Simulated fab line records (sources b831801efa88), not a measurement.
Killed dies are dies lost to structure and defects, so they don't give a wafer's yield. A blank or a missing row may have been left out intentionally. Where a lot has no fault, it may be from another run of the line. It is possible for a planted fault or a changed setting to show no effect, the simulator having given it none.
A struck lot beside a sound one / flow sky130 / 15 steps out of a route of 708
Sound: wafers L298.1, L298.4, L298.5. The struck wafers were L297.2, L297.3, L297.6. Last of all comes the cause.
Each step with rows lists, per side, the tool, then ch with its chambers, then its first start. Under that, the readings that differ: sound wafers / struck wafers / difference of the means / sigmas: that difference in standard deviations of wafers without a fault.
alike: a reading whose means differ by less than 2 such deviations, as well as words and numbers matching on both sides. not compared: withheld readings; readings where some wafer has no value; bounds like >300 that might hide an equal value; numbers whose values overlap and for which the record gives no deviation.
A row with sigmas, a row that says differs or no value, or rows on one side alone: a step with any of these is where the two part. Non-overlapping numbers with no deviation appear without sigmas and do not part them. A reading missing from all wafers of one side parts the sides only when that side holds two or more wafers.

SKY_CAP2M_RS_MEAS_03: uses a four-point probe to measure.
  sound on film-metro-01, day 45 09:47; struck on film-metro-03, day 45 08:02
  alike: CAP2M_TIN_RS
SKY_CAP2M_THK_MEAS_04: measures by xrf.
  sound on film-metro-01, day 45 09:55; struck on film-metro-03, day 45 08:08
  alike: CAP2M_TIN_THK
then, 7 steps without rows for these wafers: SKY_CAP2M_DEHYDRATE_05 (time 60 s); SKY_CAP2M_HMDS_06 (prime time 60 s); SKY_CAP2M_COAT_07 (resist thk 1140 nm); SKY_CAP2M_SOFTBAKE_08 (time 60 s); SKY_CAP2M_EXPOSE_09 (exposes mask CAP2M, target cd 1000 nm); SKY_CAP2M_PEB_10; SKY_CAP2M_DEVELOP_11 (develop time 60 s).
SKY_CAP2M_OVL_MEAS_12:
  sound on overlay-01, day 46 06:22; struck on overlay-02, day 46 04:40
  alike: CAP2M_OVL
SKY_CAP2M_METAL_ETCH_13: etches TiN in Cl2/BCl3, stops on SiO2, target depth 220 nm, time 62.9 s.
  sound on rie-metal-04 ch 0, day 46 06:25; struck on rie-metal-01 ch 0,1, day 46 04:42
reading=drypump-motor-current-A (A); sound=4.7 4.6 4.6; struck=5.6 5.6 5.6; difference=+1.0; sigmas=+2
  alike: oes-product-au, throttle-valve-pct
  not compared: rf-hours-counter-h
SKY_CAP2M_STRIP_14: strips in O2/N2.
  sound on plasma-asher-04 ch 0,1, day 46 06:29; struck on plasma-asher-03 ch 0,1, day 46 04:47
  alike: chamber-pressure-mTorr, drypump-motor-current-A, o2-flow-sccm, oes-product-au, strip-time-to-endpoint-s
  not compared: rf-hours-counter-h
SKY_CAP2M_STRIP_15: strips in post etch residue remover, time 1200 s.
  sound on wet-bench-02 ch 2, day 46 06:35; struck on wet-bench-04 ch 0, day 46 04:53
  no value came back on the struck wafers for bath-guard-temp-C (C), bath-heat-duty-pct (%); on the sound wafers bath-guard-temp-C (C) reads 73.5 73.6 73.5
then, 1 step without rows for these wafers: SKY_CAP2M_CLEAN_16 (cleans in IPA, time 180 s).
-- the record jumps here: 4 days lie between the struck wafers' starts before and after (it left off in module CAP2M and takes up again in module PAD_OPEN, whose first step shown is number 708 of the route) --
SKY_PAD_OPEN_PROBE_99:
  sound on prober-01, day 50 08:50; struck on prober-02, day 50 08:32
  alike: defect-limited-yield, killed_at_M0_to_M3, killed_at_M4_up, killed-at-contacts, killed-at-front-end, killed-at-other, killed-dies, killed-open, killed-short, sort_bin_3_pad_short, sort_bin_5_function, sort_bin_6_memory, sort-n-pass, sort-yield-pct

== WHERE THEY PART ==
First at SKY_CAP2M_METAL_ETCH_13; last, within this record, at SKY_CAP2M_STRIP_15. Later steps at which nothing parts them and some readings are alike: SKY_PAD_OPEN_PROBE_99.

WHY: whatever the simulator had introduced
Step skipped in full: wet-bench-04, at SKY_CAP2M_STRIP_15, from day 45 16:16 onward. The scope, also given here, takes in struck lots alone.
